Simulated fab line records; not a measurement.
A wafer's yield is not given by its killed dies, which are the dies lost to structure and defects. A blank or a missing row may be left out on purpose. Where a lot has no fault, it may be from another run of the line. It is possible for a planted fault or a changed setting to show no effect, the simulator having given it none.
A single fault, viewed from 2 desks	flow gf180mcu	only its own numbers are on each desk; what lay behind them is given at the end

## AT THE TOOL OWNER'S DESK: cvd w-02
The tool's own readings at GF_V1_CVD_23 (deposits W, target thk 350 nm, time 105.05 s): means of the sampled wafers that have a number, for each lot that ran on this tool. If a lot's mean is further than 4 standard deviations from the usual mean, the lot is out of limits and carries the mark OUT (the distance appears in the brackets).
Columns: A = chamber pressure Torr at GF_V1_CVD_23, usual 40.00 Torr; B = heater power w at GF_V1_CVD_23, usual 847 W
lot	first seen here	A	B
L141	day 18 16:02	40.03	846
L142	day 18 19:47	40.04	842
L145	day 19 21:44	39.93	843
L151	day 21 18:40	40.00	863
L153	day 22 19:56	35.58 (-47) OUT	868
L155	day 23 04:14	35.48 (-48) OUT	848
L162	day 25 11:59	40.04	855
L163	day 25 18:02	39.96	852
This desk finds L153, L155 out of limits, L153 being first, at day 22 19:56 (chamber pressure Torr at GF_V1_CVD_23). L141, L142, L145, L151, L162, L163: within limits.

## THE METROLOGY DESK
What the gauges read, lot by lot, whatever tool the lot ran on: means of the sampled wafers that have a number. If a lot's mean is further than 4 standard deviations from the usual mean, the lot is out of limits and carries the mark OUT (the distance appears in the brackets).
Columns: A = V1_BOW at GF_V1_BOW_MEAS_05, usual 82 um; B = V1_W_RS at GF_V1_RS_MEAS_24, usual 0.329 ohm/sq; C = V1_W_THK at GF_V1_THK_MEAS_25, usual 359 nm
lot	first seen here	A	B	C
L141	day 17 15:45	73	0.325	368
L142	day 17 19:32	70	0.322	372
L143	day 18 06:59	83	0.323	365
L144	day 18 18:06	90	0.329	356
L145	day 18 19:38	76	0.330	355
L147	day 19 14:38	84	0.329	356
L151	day 20 17:23	88	0.334	354
L153	day 21 20:03	91	0.346	339
L155	day 22 05:01	89	0.348	340
L162	day 24 13:25	77	0.329	360
L163	day 24 19:58	88	0.328	356
L164	day 25 05:06	77	0.328	361
Result from this desk: across the 12 lots, nothing is out of limits.

## TAKEN TOGETHER
An alarm could have come from the tool owner's desk at day 22 19:56, on L153, L155.
Metrology desk: nothing out of limits seen.
The metrology desk has L153, L155 on record, within its limits.
GF_V1_CVD_23 was run on cvd w-02 by each of the lots named.

## WHAT THE SIMULATOR HAD PUT IN
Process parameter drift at GF_V1_CVD_23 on cvd w-02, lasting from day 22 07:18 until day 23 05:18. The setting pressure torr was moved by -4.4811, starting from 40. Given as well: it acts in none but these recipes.
Lots struck among those shown: L153, L155.
How many hours passed from the start of the fault until each desk's first out-of-limits reading: the tool owner's desk, 13.
